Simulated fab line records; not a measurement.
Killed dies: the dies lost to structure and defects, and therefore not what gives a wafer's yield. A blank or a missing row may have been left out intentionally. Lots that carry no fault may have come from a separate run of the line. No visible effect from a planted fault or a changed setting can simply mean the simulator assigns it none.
Which of the tools did it? :: flow sky130 :: Sampling: 11 lots, 33 wafers, 3 of 708 route steps

## WHAT THE GAUGES READ, wafer by wafer
SKY_GATE_OXIDE_THK_MEAS_02.
lot: L148
measured: day 12 19:10
on: film metro-01
GATE_OXIDE_OXIDATION_00_THK (nm): 9.30 9.21 9.32

lot: L151
measured: day 13 13:48
on: film metro-04
GATE_OXIDE_OXIDATION_00_THK (nm): 9.16 9.18 9.33

lot: L153
measured: day 14 17:08
on: film metro-04
GATE_OXIDE_OXIDATION_00_THK (nm): 15.26 15.52 15.41

lot: L154
measured: day 14 19:46
on: film metro-01
GATE_OXIDE_OXIDATION_00_THK (nm): 9.61 9.63 9.78

lot: L155
measured: day 15 05:37
on: film metro-02
GATE_OXIDE_OXIDATION_00_THK (nm): 9.71 9.71 9.71

lot: L157
measured: day 15 22:02
on: film metro-01
GATE_OXIDE_OXIDATION_00_THK (nm): 9.48 9.71 9.64

lot: L160
measured: day 16 22:50
on: film metro-02
GATE_OXIDE_OXIDATION_00_THK (nm): 15.47 15.70 15.77

lot: L161
measured: day 17 15:44
on: film metro-01
GATE_OXIDE_OXIDATION_00_THK (nm): 15.90 15.90 15.82

lot: L165
measured: day 18 16:01
on: film metro-02
GATE_OXIDE_OXIDATION_00_THK (nm): 9.28 9.48 9.44

lot: L167
measured: day 19 08:25
on: film metro-04
GATE_OXIDE_OXIDATION_00_THK (nm): 9.48 9.63 9.75

lot: L170
measured: day 20 22:05
on: film metro-04
GATE_OXIDE_OXIDATION_00_THK (nm): 9.48 9.63 9.43

## EACH LOT AND THE TOOL THAT RAN IT (in order: tool; ch and the chambers of the sampled wafers; start)
lot: L148
SKY_FIELD_ISO_ETCH_15: rie diel-03 ch 1,2,3, day 2 05:59
SKY_GATE_OXIDE_OXIDATION_01: furnace-01 ch 0, day 12 17:46

lot: L151
SKY_FIELD_ISO_ETCH_15: rie diel-03 ch 1,2,3, day 2 20:03
SKY_GATE_OXIDE_OXIDATION_01: furnace-02 ch 0, day 13 12:23

lot: L153
SKY_FIELD_ISO_ETCH_15: rie diel-04 ch 2,3, day 3 08:16
SKY_GATE_OXIDE_OXIDATION_01: furnace-01 ch 0, day 14 12:40

lot: L154
SKY_FIELD_ISO_ETCH_15: rie diel-03 ch 1,2,3, day 3 12:46
SKY_GATE_OXIDE_OXIDATION_01: furnace-02 ch 0, day 14 18:22

lot: L155
SKY_FIELD_ISO_ETCH_15: rie diel-01 ch 0,3, day 3 18:52
SKY_GATE_OXIDE_OXIDATION_01: furnace-02 ch 0, day 15 04:11

lot: L157
SKY_FIELD_ISO_ETCH_15: rie diel-03 ch 0,1,2, day 4 04:25
SKY_GATE_OXIDE_OXIDATION_01: furnace-02 ch 0, day 15 20:38

lot: L160
SKY_FIELD_ISO_ETCH_15: rie diel-03 ch 0,3, day 4 19:57
SKY_GATE_OXIDE_OXIDATION_01: furnace-02 ch 0, day 16 18:49

lot: L161
SKY_FIELD_ISO_ETCH_15: rie diel-03 ch 0,1,3, day 5 01:18
SKY_GATE_OXIDE_OXIDATION_01: furnace-02 ch 0, day 17 11:28

lot: L165
SKY_FIELD_ISO_ETCH_15: rie diel-01 ch 0,1,3, day 5 20:52
SKY_GATE_OXIDE_OXIDATION_01: furnace-01 ch 0, day 18 14:37

lot: L167
SKY_FIELD_ISO_ETCH_15: rie diel-03 ch 2,3, day 6 07:39
SKY_GATE_OXIDE_OXIDATION_01: furnace-02 ch 0, day 19 07:00

lot: L170
SKY_FIELD_ISO_ETCH_15: rie diel-04 ch 0,1,3, day 7 01:12
SKY_GATE_OXIDE_OXIDATION_01: furnace-02 ch 0, day 20 20:41
- SKY_FIELD_ISO_ETCH_15: etches the open film in CHF3/O2, stops on Si, target depth 180 nm, time 72 s.
- SKY_GATE_OXIDE_OXIDATION_01: stabilise 600 s, purge 300 s, target thk 10.268 nm.

## THE ANSWER, worked out from the rows above alone
Rule: the lots themselves supply what counts as usual. The widest of any qualifying gaps counts: lots, ordered by their means at a reading, are off when they make up no more than a third of the lots, leave a main group of 4 or more, and stand apart from it by 3 or more times the standard deviation of that group's means. The tables above print the reading to a certain number of digits; a main group whose means all agree to those digits is not used. Also off: a lot with no number at a reading for which 4 or more lots have one. All remaining lots with rows at the step are treated as sound.
Off: L153, L160, L161, at SKY_GATE_OXIDE_THK_MEAS_02 (GATE_OXIDE_OXIDATION_00_THK). For the main group the mean is 9.50 nm and the standard deviation 0.17.
If a tool, at a process step before that reading, ran all the lots that are off and no sound lot after the first of them, it fits. Gauges at SKY_GATE_OXIDE_THK_MEAS_02: tried the same way as those tools. Of those tried, none fits.

## WHAT THE SIMULATOR HAD INSERTED
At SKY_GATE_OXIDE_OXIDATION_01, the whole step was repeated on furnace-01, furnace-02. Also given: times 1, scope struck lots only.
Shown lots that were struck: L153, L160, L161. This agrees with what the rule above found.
